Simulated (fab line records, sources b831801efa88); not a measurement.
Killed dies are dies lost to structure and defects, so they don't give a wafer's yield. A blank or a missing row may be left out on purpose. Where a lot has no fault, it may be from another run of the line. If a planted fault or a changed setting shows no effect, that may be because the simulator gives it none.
The tool behind it: which one? | flow gf180mcu | 13 lots, 39 wafers sampled, at 2 steps of a route of 602

== WHAT THE GAUGES READ, wafer by wafer ==
GF_NSD_OVL_MEAS_08. Usual: NSD_OVL -0.6 nm, standard deviation 1.3.
lot  | measured     | on         | NSD_OVL (nm)   | flag
L784 | day 13 11:24 | overlay-01 | -0.1 -0.3 -1.5 |
L785 | day 13 18:08 | overlay-02 | 2.6 1.8 1.5    |
L786 | day 14 04:12 | overlay-01 | -1.7 0.1 1.6   |
L787 | day 14 08:55 | overlay-02 | -3.8 -1.4 -1.2 |
L789 | day 15 02:46 | overlay-01 | -1.6 -1.0 -0.8 |
L792 | day 16 02:06 | overlay-01 | -2.0 -0.1 -0.4 |
L793 | day 16 12:12 | overlay-02 | -0.6 -0.5 0.0  |
L795 | day 17 09:53 | overlay-02 | 0.3 1.8 0.4    |
L798 | day 18 12:01 | overlay-02 | -0.5 -0.2 0.3  |
L799 | day 18 13:51 | overlay-01 | -1.2 -0.8 -1.4 |
L805 | day 20 16:27 | overlay-01 | -1.9 -2.3 -1.4 |
L806 | day 20 18:44 | overlay-02 | -0.1 -0.2 -1.8 |
L807 | day 21 06:20 | overlay-01 | -2.1 -1.0 -0.1 |

== EACH LOT AND THE TOOL THAT RAN IT (in order: tool; ch and the chambers of the sampled wafers; start) ==
lot  | GF_HV_LDD_CLEAN_51
L784 | wet bench-01 ch 2, day 12 12:42
L785 | wet bench-01 ch 2, day 12 18:57
L786 | wet bench-04 ch 1, day 13 05:08
L787 | wet bench-03 ch 0, day 13 09:05
L789 | wet bench-01 ch 1, day 14 03:28
L792 | wet bench-03 ch 1, day 15 00:22
L793 | wet bench-03 ch 1, day 15 11:25
L795 | wet bench-04 ch 2, day 16 02:50
L798 | wet bench-03 ch 0, day 17 10:11
L799 | wet bench-04 ch 1, day 17 10:58
L805 | wet bench-03 ch 2, day 19 13:30
L806 | wet bench-03 ch 0, day 19 15:27
L807 | wet bench-01 ch 0, day 20 03:18
- GF_HV_LDD_CLEAN_51: cleans in SC1/SC2, time 150 s.

== AS READ BY THE TOOLS THEMSELVES (means over the sampled wafers that have a number; for cases with no such wafer, the mark the record gives instead) ==
GF_HV_LDD_CLEAN_51. Usual: run length s at 177 s, with a standard deviation of 3.4.
lot  | tool         | run length s (s) | flag
L784 | wet bench-01 | 177              |
L785 | wet bench-01 | 175              |
L786 | wet bench-04 | 176              |
L787 | wet bench-03 | 176              |
L789 | wet bench-01 | 184              |
L792 | wet bench-03 | 183              |
L793 | wet bench-03 | 175              |
L795 | wet bench-04 | 174              |
L798 | wet bench-03 | 187              |
L799 | wet bench-04 | 174              |
L805 | wet bench-03 | 175              |
L806 | wet bench-03 | 176              |
L807 | wet bench-01 | 176              |

== THE ANSWER, worked out from the rows above alone ==
Rule: a lot counts as off when the mean over its wafers that have a number is more than 3 standard deviations away from the usual mean. Also off: a lot with no number at a reading for which 4 or more lots have one. Where the step has rows for the other lots, those lots are counted as sound. Order of review: gauges by route order, followed by the tools' own readings, for which a lot's mean as printed above is used. The first step at which some lot is off is used, and at that step the reading that is off furthest; a lot without a number counts as furthest.
Nothing can be told from this: no lot is off at any reading shown.

== WHAT THE SIMULATOR HAD PUT IN ==
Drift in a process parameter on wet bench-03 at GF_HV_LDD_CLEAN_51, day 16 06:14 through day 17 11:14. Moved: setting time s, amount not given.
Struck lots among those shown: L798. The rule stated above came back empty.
